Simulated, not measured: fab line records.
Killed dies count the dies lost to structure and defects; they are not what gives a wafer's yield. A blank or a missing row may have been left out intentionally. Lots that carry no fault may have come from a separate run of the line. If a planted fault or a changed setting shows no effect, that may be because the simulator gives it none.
Problem report in the 8D (eight disciplines) form, filled by code -- flow sky130 -- the parts of the form that need people (team, actions taken, sign-off) are left out

## 1. WHAT IS WRONG
oesProductAu at SKY_VIA1_ETCH_15 reads a mean of 0.752 a.u. on 2 wafers of 1 lot; wafers without a fault read 0.982 a.u. with a standard deviation of 0.006. Measured from the usual mean, that is -38 standard deviations.
The step: etches SiO2 in C4F8/O2/Ar, stops on TiN, target depth 351 nm, time 54 s.
Earliest sighting: wafer L772.3 on rieDiel-01 at day 38 22:00. At this step, 39 wafers from 13 lots have a number in the record. By rule, "out" or "out of limits" means more than 4 standard deviations away from the usual mean. Any other wafer with a number is counted as sound.

## 2. WHAT IT IS, WHAT IT ISN'T
question,is,is not
which readings at this step,oesProductAu,biasW
which lots,L772,"L758, L759, L761, L763, L764, L765, L766, L768, L777, L778, L780, L781"
which wafers of those lots,"L772.3, L772.6",L772.2
read on which tools,rieDiel-01,"rieDiel-02, rieDiel-03"
when,from day 38 22:00,"up to then (25 sound wafers); but 12 sound wafers of L777, L778, L780, L781 came after"

## 3. WHAT RULES OUT EACH SUSPECT
Counting: a tool at a process step up to the reading stays a suspect if it ran every lot that is out. Sound lots after the first of them don't rule it out here, since some wafers of a struck lot are sound.
- pecvd-01 at SKY_CONTACT_CVD_00 (deposits Si3N4, target thk 75 nm): kept. It ran the lot that is out, L772 (day 35 13:11); its last sound lot up to then is L766 (day 33 15:44).
- rieDiel-01 at SKY_VIA1_ETCH_15 (etches SiO2 in C4F8/O2/Ar, stops on TiN, target depth 351 nm, time 54 s): kept. It ran the lot that is out, L772 (day 38 22:00); its last sound lot up to then is L768 (day 37 14:38). Its own oesProductAu readings are out on those wafers.
- Within pecvd-01 at SKY_CONTACT_CVD_00: the wafers that are out ran in chambers 1, 2; their sound lot-mates ran in chamber 0.
- Within rieDiel-01 at SKY_VIA1_ETCH_15: the wafers that are out ran in chambers 0, 1; their sound lot-mates ran in chamber 3.
What counting leaves: pecvd-01 at SKY_CONTACT_CVD_00 and rieDiel-01 at SKY_VIA1_ETCH_15.

## 4. THE CAUSE (what the simulator had put in)
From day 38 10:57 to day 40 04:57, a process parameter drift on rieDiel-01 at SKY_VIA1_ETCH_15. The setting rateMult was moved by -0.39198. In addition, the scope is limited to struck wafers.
This tool is one of the 2 suspects left after counting.

## 5. THE EFFECT CHAIN, in route order
Rows list readings where the struck wafers' mean (over those with a number) sits beyond 3 standard deviations from the usual. Only readings whose record carries a usual standard deviation are examined. hours: median over the lots of the time between each lot's start at the first step of this table that gives one and its start at this step. sigmas: the change, counted in usual standard deviations.
hours,step,reading,usual,on struck wafers,change,sigmas
0,SKY_VIA1_ETCH_15,oesProductAu,0.982 a.u.,0.752,-0.230,-38
0,SKY_VIA1_STRIP_16,oesProductAu,0.416 a.u.,0.430,+0.015,+3.2
0,SKY_VIA1_STRIP_16,stripTimeToEndpointS,4.461 s,4.755,+0.294,+13
It contains these process steps:
- SKY_VIA1_ETCH_15: etches SiO2 in C4F8/O2/Ar, stops on TiN, target depth 351 nm, time 54 s.
- SKY_VIA1_STRIP_16: strips in O2/N2.

## 6. WHAT WOULD HAVE CAUGHT IT SOONER
In this record no reading fell out of limits until day 38 22:00, 11 hours after the fault had begun at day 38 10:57.
